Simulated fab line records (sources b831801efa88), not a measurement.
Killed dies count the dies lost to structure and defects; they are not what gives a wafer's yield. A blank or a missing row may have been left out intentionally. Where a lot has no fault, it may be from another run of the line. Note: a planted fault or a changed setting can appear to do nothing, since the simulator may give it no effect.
One fault through the eyes of 2 desks	flow sfqLine	each desk has only its own numbers; what lay behind them comes last

## AT THE TOOL OWNER'S DESK: cmp-01
The tool's own readings at SFQ_TRILAYER_I0_CMP_CMP_028 (polishes SiO2): means of the sampled wafers that have a number, for each lot that ran on this tool. Any lot whose mean is over 4 standard deviations away from the usual mean is out of limits and marked OUT; that distance is given in the brackets.
Columns: A = motorCurrentA at SFQ_TRILAYER_I0_CMP_CMP_028, usual 10.1 A; B = timeToEndpointS at SFQ_TRILAYER_I0_CMP_CMP_028, usual 216 s
lot	first seen here	A	B
L328	day 6 18:36	10.3	217
L332	day 7 11:10	10.2	223
L333	day 7 17:10	10.1	215
L335	day 8 03:10	10.3	223
L341	day 9 17:10	11.5	206
L344	day 10 11:10	10.4	220
L345	day 10 15:10	9.9	212
Result from this desk: across the 7 lots, nothing is out of limits.

## THE METROLOGY DESK
Lot by lot, what the gauges showed, no matter which tool ran the lot: averages of those sampled wafers that carry a number. Any lot whose mean is over 4 standard deviations away from the usual mean is out of limits and marked OUT; that distance is given in the brackets.
Columns: A = I1_OVL at SFQ_I1_OVL_MEAS_913, usual -3 nm
lot	first seen here	A
L327	day 17 18:44	4
L328	day 17 19:56	-2
L329	day 18 03:08	1
L330	day 18 07:57	6
L332	day 19 02:42	-6
L333	day 19 11:05	0
L334	day 19 18:17	-3
L335	day 19 20:41	9
L341	day 22 11:34	-13
L342	day 23 15:36	0
L344	day 24 07:13	2
L345	day 24 14:24	1
L347	day 25 06:47	-5
L348	day 25 20:45	-5
L349	day 26 05:10	-3
Result from this desk: across the 15 lots, nothing is out of limits.

## TAKEN TOGETHER
The tool owner's desk saw nothing out of limits.
At the metrology desk, nothing out of limits was observed.

## WHAT THE SIMULATOR HAD PUT IN
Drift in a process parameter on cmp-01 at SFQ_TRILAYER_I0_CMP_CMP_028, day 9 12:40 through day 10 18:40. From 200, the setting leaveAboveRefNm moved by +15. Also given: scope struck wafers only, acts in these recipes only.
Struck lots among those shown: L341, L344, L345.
